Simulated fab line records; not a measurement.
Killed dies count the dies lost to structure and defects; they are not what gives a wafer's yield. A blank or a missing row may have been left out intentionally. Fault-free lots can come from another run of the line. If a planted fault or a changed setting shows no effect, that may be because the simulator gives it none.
fab line records -- flow sky130 -- part 2 of 2: steps 27 to 36 of 36
record lots=5, wafers=15, last_day=49
route steps=708 shown VIA2@515 METAL3@532 CAPM@537
lots that met no fault: taken from a fault-free run of the same line
start_h: the number of hours between the record's first day and the start of the first shown wafer of the lot -- wait_h: time in hours since the lot's previous step -- " repeats the value in the row above -- L1.1+2: a single row standing in for several wafers -- - value missing, or start not given -- * or withheld: withheld -- < > ~ a bound
route shown NAME@n: names a module that has steps shown in the file, with the first one's number in the route -- usual: mean/standard deviation of fault-free wafers -- same: alike in all rows -- chamber/n: place in a boat -- sites: each site's reading -- _std_site: their standard deviation -- _edge_site: inner sites' mean taken away from outer sites' mean -- radius_mm: how far each site lies from the wafer's centre -- mask NAME#n: copy n -- behind: the most recent tool/chamber to have shaped the wafer -- hold: reason for holding the lot/hours on hold/outcome of the hold -- device: the n, p or np transistor that did not switch -- end of line: the route-end tests of the same wafers -- for a step that has no rows: nothing shown but its recipe -- killed: not the wafer's yield, but the dies lost to structure and defects at the first sort -- map: per-die view of a wafer (x killed, . not killed, _ where there is no die)
set.NAME: the setting the step ran with; set.NAME@STEP: the setting that earlier step ran with -- model.NAME: the simulator's own value behind a step, which no gauge read
lots at some steps of the route; a table a step, a row a wafer
services: a tool's chamber out of use, with start hour (start_h, from the record's first day; less than 0 if before it), hours out, and reason
## steps
# step SKY_CAPM_THK_MEAS_04
# recipe thk_meas_gauge=xrf, reads=TiN_of_CAPM_SPUTTER_02
# usual CAPM_TIN_THK=201.6/1.8
lot.wafer,tool,chamber,start_h,wait_h,CAPM_TIN_THK[nm]
L082.1,film_metro-04,-,919.08,0.1,202.4
L082.4,film_metro-04,-,919.08,0.1,204.4
L082.5,film_metro-04,-,919.08,0.1,202.2
L086.2,film_metro-02,-,967.45,0.1,203.4
L086.3,film_metro-02,-,967.45,0.1,205.4
L086.5,film_metro-02,-,967.45,0.1,205.2
L090.1,film_metro-01,-,972.01,0.1,203.9
L090.2,film_metro-01,-,972.01,0.1,201.6
L090.6,film_metro-01,-,972.01,0.1,201.4
L089.2,film_metro-04,-,972.83,0.1,200.3
L089.3,film_metro-04,-,972.83,0.1,198.5
L089.5,film_metro-04,-,972.83,0.1,201.4
L093.2,film_metro-01,-,988.57,0.1,202.0
L093.3,film_metro-01,-,988.57,0.1,200.2
L093.4,film_metro-01,-,988.57,0.1,202.9
# step SKY_CAPM_DEHYDRATE_05
# recipe temp_c=200, time_s=60
# usual chill_plate_temp_C=22.98/0.11
lot.wafer,tool,chamber,start_h,wait_h,chill_plate_temp_C
L082.1,litho_track-03,0,929.96,10.9,23.28
L082.4,litho_track-03,0,929.96,10.9,23.14
L082.5,litho_track-03,0,929.96,10.9,23.06
L086.2,litho_track-03,0,977.54,10.1,22.97
L086.3,litho_track-03,0,977.54,10.1,22.92
L086.5,litho_track-03,0,977.54,10.1,22.96
L090.1,litho_track-03,0,982.92,10.9,23.21
L090.2,litho_track-03,0,982.92,10.9,23.01
L090.6,litho_track-03,0,982.92,10.9,23.05
L089.2,litho_track-04,0,983.91,11.1,23.23
L089.3,litho_track-04,0,983.91,11.1,23.07
L089.5,litho_track-04,0,983.91,11.1,23.10
L093.2,litho_track-04,0,999.51,10.9,22.96
L093.3,litho_track-04,0,999.51,10.9,22.88
L093.4,litho_track-04,0,999.51,10.9,22.88
# step SKY_CAPM_HMDS_06
# recipe prime_time_s=60, prime_temp_c=120
# usual chill_plate_temp_C=23.00/0.11
lot.wafer,tool,chamber,start_h,wait_h,chill_plate_temp_C
L082.1,litho_track-03,0,930.11,0.1,22.99
L082.4,litho_track-03,0,930.11,0.1,23.09
L082.5,litho_track-03,0,930.11,0.1,22.99
L086.2,litho_track-03,0,977.69,0.1,22.91
L086.3,litho_track-03,0,977.69,0.1,23.15
L086.5,litho_track-03,0,977.69,0.1,23.14
L090.1,litho_track-03,0,983.07,0.1,22.96
L090.2,litho_track-03,0,983.07,0.1,23.02
L090.6,litho_track-03,0,983.07,0.1,22.99
L089.2,litho_track-04,0,984.06,0.1,22.88
L089.3,litho_track-04,0,984.06,0.1,22.88
L089.5,litho_track-04,0,984.06,0.1,23.02
L093.2,litho_track-04,0,999.66,0.1,22.97
L093.3,litho_track-04,0,999.66,0.1,22.87
L093.4,litho_track-04,0,999.66,0.1,23.01
# step SKY_CAPM_COAT_07
# recipe resist=NOVOLAK, spin_rpm=3000, resist_thk_nm=1140
# usual chill_plate_temp_C=23.03/0.11
lot.wafer,tool,chamber,start_h,wait_h,chill_plate_temp_C
L082.1,litho_track-03,0,930.26,0.1,22.92
L082.4,litho_track-03,0,930.26,0.1,23.02
L082.5,litho_track-03,0,930.26,0.1,22.95
L086.2,litho_track-03,0,977.84,0.1,22.90
L086.3,litho_track-03,0,977.84,0.1,22.82
L086.5,litho_track-03,0,977.84,0.1,22.99
L090.1,litho_track-03,0,983.22,0.1,23.11
L090.2,litho_track-03,0,983.22,0.1,23.36
L090.6,litho_track-03,0,983.22,0.1,23.08
L089.2,litho_track-04,0,984.21,0.1,22.95
L089.3,litho_track-04,0,984.21,0.1,22.86
L089.5,litho_track-04,0,984.21,0.1,22.96
L093.2,litho_track-04,0,999.81,0.1,23.11
L093.3,litho_track-04,0,999.81,0.1,22.97
L093.4,litho_track-04,0,999.81,0.1,23.05
# step SKY_CAPM_SOFTBAKE_08
# recipe temp_c=90, time_s=60, resist=NOVOLAK
# usual chill_plate_temp_C=23.03/0.11
lot.wafer,tool,chamber,start_h,wait_h,chill_plate_temp_C
L082.1,litho_track-03,0,930.41,0.1,22.96
L082.4,litho_track-03,0,930.41,0.1,23.12
L082.5,litho_track-03,0,930.41,0.1,22.91
L086.2,litho_track-03,0,977.99,0.1,23.02
L086.3,litho_track-03,0,977.99,0.1,23.05
L086.5,litho_track-03,0,977.99,0.1,23.12
L090.1,litho_track-03,0,983.37,0.1,23.03
L090.2,litho_track-03,0,983.37,0.1,22.96
L090.6,litho_track-03,0,983.37,0.1,23.08
L089.2,litho_track-04,0,984.36,0.1,22.88
L089.3,litho_track-04,0,984.36,0.1,22.83
L089.5,litho_track-04,0,984.36,0.1,22.86
L093.2,litho_track-04,0,999.96,0.1,22.96
L093.3,litho_track-04,0,999.96,0.1,22.84
L093.4,litho_track-04,0,999.96,0.1,22.92
# step SKY_CAPM_EXPOSE_09
# recipe mask_id=CAPM, na=0.6, source_shape=conventional, sigma_outer=0.6, polarization=unpolarized, target_cd_nm=1000, dose_mj=159
lot.wafer,tool,chamber,start_h,wait_h,mask
L082.1+4+5,iline_stepper-01,0,-,-,CAPM#0
L086.2+3+5,iline_stepper-02,0,-,-,CAPM#0
L090.1+2+6,iline_stepper-02,0,-,-,CAPM#0
L089.2+3+5,iline_stepper-01,0,-,-,CAPM#0
L093.2+3+4,iline_stepper-01,0,-,-,CAPM#0
# step SKY_CAPM_PEB_10
# recipe temp_c=withheld, time_s=*, resist=NOVOLAK
# usual chill_plate_temp_C=*
lot.wafer,tool,chamber,start_h,wait_h,chill_plate_temp_C
L082.1,litho_track-04,0,-,-,*
L082.4,litho_track-04,0,-,-,*
L082.5,litho_track-04,0,-,-,*
L086.2,litho_track-03,0,-,-,*
L086.3,litho_track-03,0,-,-,*
L086.5,litho_track-03,0,-,-,*
L090.1,litho_track-02,0,-,-,*
L090.2,litho_track-02,0,-,-,*
L090.6,litho_track-02,0,-,-,*
L089.2,litho_track-03,0,-,-,*
L089.3,litho_track-03,0,-,-,*
L089.5,litho_track-03,0,-,-,*
L093.2,litho_track-02,0,-,-,*
L093.3,litho_track-02,0,-,-,*
L093.4,litho_track-02,0,-,-,*
# step SKY_CAPM_DEVELOP_11
# recipe resist=NOVOLAK, developer=TMAH, develop_time_s=60, dev_temp_c=23
# usual chill_plate_temp_C=22.99/0.1
lot.wafer,tool,chamber,start_h,wait_h,chill_plate_temp_C
L082.1,litho_track-04,0,942.48,0.1,22.93
L082.4,litho_track-04,0,942.48,0.1,22.94
L082.5,litho_track-04,0,942.48,0.1,22.93
L086.2,litho_track-03,0,990.14,0.1,23.08
L086.3,litho_track-03,0,990.14,0.1,22.99
L086.5,litho_track-03,0,990.14,0.1,23.00
L090.1,litho_track-02,0,994.90,0.1,23.06
L090.2,litho_track-02,0,994.90,0.1,23.01
L090.6,litho_track-02,0,994.90,0.1,23.19
L089.2,litho_track-03,0,995.94,0.1,22.90
L089.3,litho_track-03,0,995.94,0.1,23.02
L089.5,litho_track-03,0,995.94,0.1,22.82
L093.2,litho_track-02,0,1011.37,0.1,22.88
L093.3,litho_track-02,0,1011.37,0.1,22.87
L093.4,litho_track-02,0,1011.37,0.1,23.06
# step SKY_CAPM_OVL_MEAS_12
# usual CAPM_OVL=0.9/1.7
lot.wafer,tool,chamber,start_h,wait_h,CAPM_OVL[nm]
L082.1,overlay-01,-,942.63,0.1,2.7
L082.4,overlay-01,-,942.63,0.1,1.6
L082.5,overlay-01,-,942.63,0.1,-0.7
L086.2,overlay-02,-,990.27,0.1,-0.4
L086.3,overlay-02,-,990.27,0.1,-0.7
L086.5,overlay-02,-,990.27,0.1,0.5
L090.1,overlay-01,-,995.05,0.1,0.7
L090.2,overlay-01,-,995.05,0.1,2.5
L090.6,overlay-01,-,995.05,0.1,2.1
L089.2,overlay-01,-,996.07,0.1,0.3
L089.3,overlay-01,-,996.07,0.1,1.2
L089.5,overlay-01,-,996.07,0.1,2.2
L093.2,overlay-02,-,1011.50,0.1,0.8
L093.3,overlay-02,-,1011.50,0.1,0.5
L093.4,overlay-02,-,1011.50,0.1,-2.5
# step SKY_CAPM_METAL_ETCH_13
# recipe target_depth_nm=220, stop_on=SiO2, chemistry=Cl2/BCl3, target=TiN, pressure_mtorr=10, icp_w=900, bias_w=48.5, Cl2_flow_sccm=60, bcl3_flow_sccm=30, time_s=62.9
# usual drypump_motor_current_A=6.2/0.32, oes_product_au=0.941/0.0066, throttle_valve_pct=21.901/0.0085
lot.wafer,tool,chamber,start_h,wait_h,drypump_motor_current_A,oes_product_au,rf_hours_counter_h,throttle_valve_pct
L082.1,rie_metal-03,0,942.67,0.0,6.6,0.944,16,21.892
L082.4,rie_metal-03,0,942.67,0.0,6.6,0.950,-,21.901
L082.5,rie_metal-03,0,942.67,0.0,6.5,0.939,-,21.881
L086.2,rie_metal-04,0,990.30,0.0,5.9,0.953,3,21.900
L086.3,rie_metal-04,1,990.30,0.0,6.5,0.949,-,21.895
L086.5,rie_metal-04,1,990.30,0.0,6.5,0.952,-,21.888
L090.1,rie_metal-03,0,995.08,0.0,6.5,0.941,19,21.895
L090.2,rie_metal-03,1,995.08,0.0,5.7,0.942,2,21.900
L090.6,rie_metal-03,1,995.08,0.0,5.7,0.951,-,21.886
L089.2,rie_metal-04,1,996.10,0.0,6.6,0.933,5,21.915
L089.3,rie_metal-04,1,996.10,0.0,6.5,0.941,-,21.896
L089.5,rie_metal-04,1,996.10,0.0,6.6,0.939,-,21.912
L093.2,rie_metal-02,0,1011.53,0.0,6.4,0.936,16,21.910
L093.3,rie_metal-02,0,1011.53,0.0,6.4,0.939,-,21.876
L093.4,rie_metal-02,1,1011.53,0.0,6.1,0.930,-,21.901
## services
tool,chamber,start_h,hours,kind
krf_scanner-02,-,887.25,0.3,repair
pecvd-04,1,896.88,13.6,repair
cvd_w-02,-,900.54,1.2,repair
cvd_w-02,-,904.00,14.0,pm
krf_scanner-01,-,904.05,0.8,pm
rie_metal-03,0,904.62,22.3,repair
krf_scanner-01,-,907.28,1.0,pm
cmp-01,-,912.00,4.0,pm
rie_metal-03,1,914.71,3.7,repair
cmp-02,-,916.12,0.3,repair
iline_stepper-01,-,916.66,1.7,pm
cvd_w-02,-,920.21,6.0,pm
cmp-02,-,922.79,2.2,repair
cvd_w-01,-,930.53,2.8,pm
krf_scanner-01,-,950.58,1.3,pm
cvd_w-02,-,951.49,2.8,pm
pvd_sputter-02,-,959.12,5.3,repair
iline_stepper-02,-,969.30,4.4,pm
cmp-02,-,974.12,4.5,pm
rie_diel-01,-,974.72,14.6,pm
cvd_w-02,-,984.28,1.7,repair
cmp-02,-,985.45,2.4,repair
cmp-02,-,988.12,0.4,repair
pecvd-04,2,990.55,2.0,repair
